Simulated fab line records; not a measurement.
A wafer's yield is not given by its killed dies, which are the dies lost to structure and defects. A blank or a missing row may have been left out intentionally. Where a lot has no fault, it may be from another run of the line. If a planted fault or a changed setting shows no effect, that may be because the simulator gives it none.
Problem report, 8D (eight disciplines) form, completed by code :: flow sfq line :: the parts of the form that need people (team, actions taken, sign-off) are left out

1. WHAT WENT WRONG
Wafers without a fault read 216 s, standard deviation 7.7; time to endpoint s at SFQ_TRILAYER_I0_CMP_CMP_028 reads a mean of 172 s on 5 wafers belonging to 3 lots. That is -5.7 standard deviations from the usual mean.
The step: polishes SiO2.
First seen on wafer L601.1, day 13 02:28, on cmp-01. At this step, 45 wafers from 15 lots have a number in the record. The rule behind "out" and "out of limits": a value lying over 4 standard deviations away from the usual mean. The other wafers with a number count as sound.

2. WHAT IT IS AND WHAT IT IS NOT
question: which readings at this step
is: time to endpoint s
is not: motor current A

question: which lots
is: L601, L603, L604
is not: L588, L589, L591, L593, L595, L598, L599, L607, L608, L609, L610, L611

question: which wafers of those lots
is: L601.1, L603.1, L603.6, L604.1, L604.6
is not: L601.3, L601.4, L603.2, L604.2

question: read on which tools
is: cmp-01
is not: cmp-02

question: when
is: from day 13 02:28
is not: up to then (22 sound wafers); but 18 sound wafers of L601, L603, L604, L607, L608, L609, L610, L611 came after

3. WHAT RULES OUT EACH SUSPECT
Counting: any tool at a process step up to the reading remains a suspect provided it ran every lot that is out. Sound lots after the first of them don't rule it out here, since some wafers of a struck lot are sound.
- cmp-01 at SFQ_TRILAYER_I0_CMP_CMP_028 (polishes SiO2): kept. Ran every lot that is out, first one L601 (day 13 02:28); last sound lot up to then L599 (day 12 17:52). Out on those wafers are its own readings of time to endpoint s.
Left after counting: cmp-01 at SFQ_TRILAYER_I0_CMP_CMP_028.

4. THE CAUSE (what the simulator had put in)
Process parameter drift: cmp-01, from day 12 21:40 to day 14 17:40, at SFQ_TRILAYER_I0_CMP_CMP_028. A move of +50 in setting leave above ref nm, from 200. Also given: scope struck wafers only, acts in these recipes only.
This tool alone remained once counting was done.

5. THE CHAIN OF EFFECTS, in route order
Each row: a reading whose mean over the struck wafers that have a number lies more than 3 standard deviations from the usual. Only readings whose record carries a usual standard deviation are examined. hours: median over the lots of the time between each lot's start at the first step of this table that gives one and its start at this step. sigmas: the change, counted in usual standard deviations.
hours: 0
step: SFQ_TRILAYER_I0_CMP_CMP_028
reading: time to endpoint s
usual: 216 s
on struck wafers: 172
change: -44
sigmas: -5.7

hours: 8
step: SFQ_TRILAYER_I0_METRO_MEASURE_029
reading: thk nm
usual: 200.2 nm
on struck wafers: 249.0
change: +48.8
sigmas: +44

hours: 142
step: SFQ_TRILAYER_I0_VIA_ETCH_VIA_ETCH_034
reading: oes product au
usual: 0.855 a.u.
on struck wafers: 0.972
change: +0.117
sigmas: +23
Process steps it contains:
- SFQ_TRILAYER_I0_CMP_CMP_028: polishes SiO2.
- SFQ_TRILAYER_I0_METRO_MEASURE_029
- SFQ_TRILAYER_I0_VIA_ETCH_VIA_ETCH_034: etches SiO2 in CHF3, stops on Nb, target depth 260 nm.
At these later measuring or inspecting steps, every struck wafer for which the step has a row has a number for every such reading, and none has moved that far: SFQ_I0_BOW_MEAS_907.

6. WHAT WOULD HAVE CAUGHT IT SOONER
The fault began at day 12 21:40; the first out-of-limits reading in this record came at day 13 02:28, 5 hours later.
